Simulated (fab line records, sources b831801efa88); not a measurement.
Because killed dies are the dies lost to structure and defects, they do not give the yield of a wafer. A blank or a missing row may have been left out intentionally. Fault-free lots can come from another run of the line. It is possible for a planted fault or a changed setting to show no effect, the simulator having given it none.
Which of the tools did it?    flow sky130    11 lots with 33 wafers sampled at 4 steps, on a route of 708 steps

WHAT EACH GAUGE READ, for each wafer
SKY_SD_N_RS_MEAS_16: measures by four-point-probe.
lot   measured      on             SD_N_RS (ohm/sq)
L257  day 28 17:07  film metro-04  68.49 68.48 68.68
L259  day 29 12:03  film metro-02  68.65 68.51 68.59
L261  day 30 03:58  film metro-04  68.62 68.89 68.62
L260  day 30 08:03  film metro-03  70.25 70.25 70.31
L262  day 30 18:44  film metro-02  70.49 70.63 70.30
L272  day 33 18:19  film metro-02  68.66 68.71 68.70
L273  day 34 00:01  film metro-04  68.48 68.58 68.41
L275  day 35 00:41  film metro-04  68.39 68.40 68.30
L276  day 35 03:11  film metro-04  68.41 68.72 68.65
L278  day 35 07:07  film metro-04  68.65 68.63 68.50
L277  day 35 11:16  film metro-02  68.80 68.66 68.73

WHICH TOOL RAN EACH LOT (tool, then ch and the chambers of the sampled wafers, then the start)
lot   SKY_LDD_HVN_STRIP_09                  SKY_SD_N_IMPLANT_09              SKY_SD_N_STRIP_11
L257  plasma asher-03 ch 0,1, day 21 03:50  implanter-01 ch 0, day 28 16:28  plasma asher-03 ch 0,1, day 28 16:43
L259  plasma asher-02 ch 0,1, day 21 23:44  implanter-01 ch 0, day 29 11:22  plasma asher-03 ch 0,1, day 29 11:40
L261  plasma asher-03 ch 0,1, day 22 15:17  implanter-01 ch 0, day 30 03:17  plasma asher-03 ch 0,1, day 30 03:34
L260  plasma asher-02 ch 0,1, day 22 19:35  implanter-01 ch 0, day 30 07:22  plasma asher-03 ch 0,1, day 30 07:40
L262  plasma asher-03 ch 0,1, day 23 09:23  implanter-01 ch 0, day 30 18:04  plasma asher-01 ch 0,1, day 30 18:22
L272  plasma asher-03 ch 0,1, day 26 15:50  implanter-04 ch 0, day 33 17:38  plasma asher-01 ch 0, day 33 17:55
L273  plasma asher-01 ch 0,1, day 26 23:26  implanter-01 ch 0, day 33 23:20  plasma asher-03 ch 0,1, day 33 23:36
L275  plasma asher-01 ch 0,1, day 27 23:44  implanter-01 ch 0, day 35 00:01  plasma asher-01 ch 0,1, day 35 00:17
L276  plasma asher-02 ch 0,1, day 28 01:38  implanter-04 ch 0, day 35 02:31  plasma asher-01 ch 0,1, day 35 02:48
L278  plasma asher-03 ch 0,1, day 28 10:08  implanter-03 ch 0, day 35 06:26  plasma asher-01 ch 1, day 35 06:43
L277  plasma asher-01 ch 0,1, day 28 12:46  implanter-01 ch 0, day 35 10:35  plasma asher-04 ch 0,1, day 35 10:52
- SKY_LDD_HVN_STRIP_09: strips in O2/N2.
- SKY_SD_N_IMPLANT_09
- SKY_SD_N_STRIP_11: strips in O2/N2.

THE ANSWER, worked out from the rows above alone
Rule: usual is defined by the lots themselves. Put in order of their means at a reading, lots are off if they are a third of the lots or fewer, leave a main group of 4 or more, and stand apart from it by a gap of 3 or more times the standard deviation of the main group's means; of several such gaps the widest counts. A main group whose means are all the same, to the digits that the tables above print for the reading, isn't used. Also off: a lot with no number at a reading for which 4 or more lots have one. All remaining lots with rows at the step are treated as sound.
Off: L260, L262, seen at SKY_SD_N_RS_MEAS_16 (SD_N_RS). The main group: mean 68.59 ohm/sq, standard deviation 0.11.
A tool fits if, at a process step before that reading, it ran every lot that is off, and no sound lot after the first of them. Those tools and the gauges at SKY_SD_N_RS_MEAS_16 are tried in the same way. None of those tried fits.

WHAT THE SIMULATOR HAD INSERTED
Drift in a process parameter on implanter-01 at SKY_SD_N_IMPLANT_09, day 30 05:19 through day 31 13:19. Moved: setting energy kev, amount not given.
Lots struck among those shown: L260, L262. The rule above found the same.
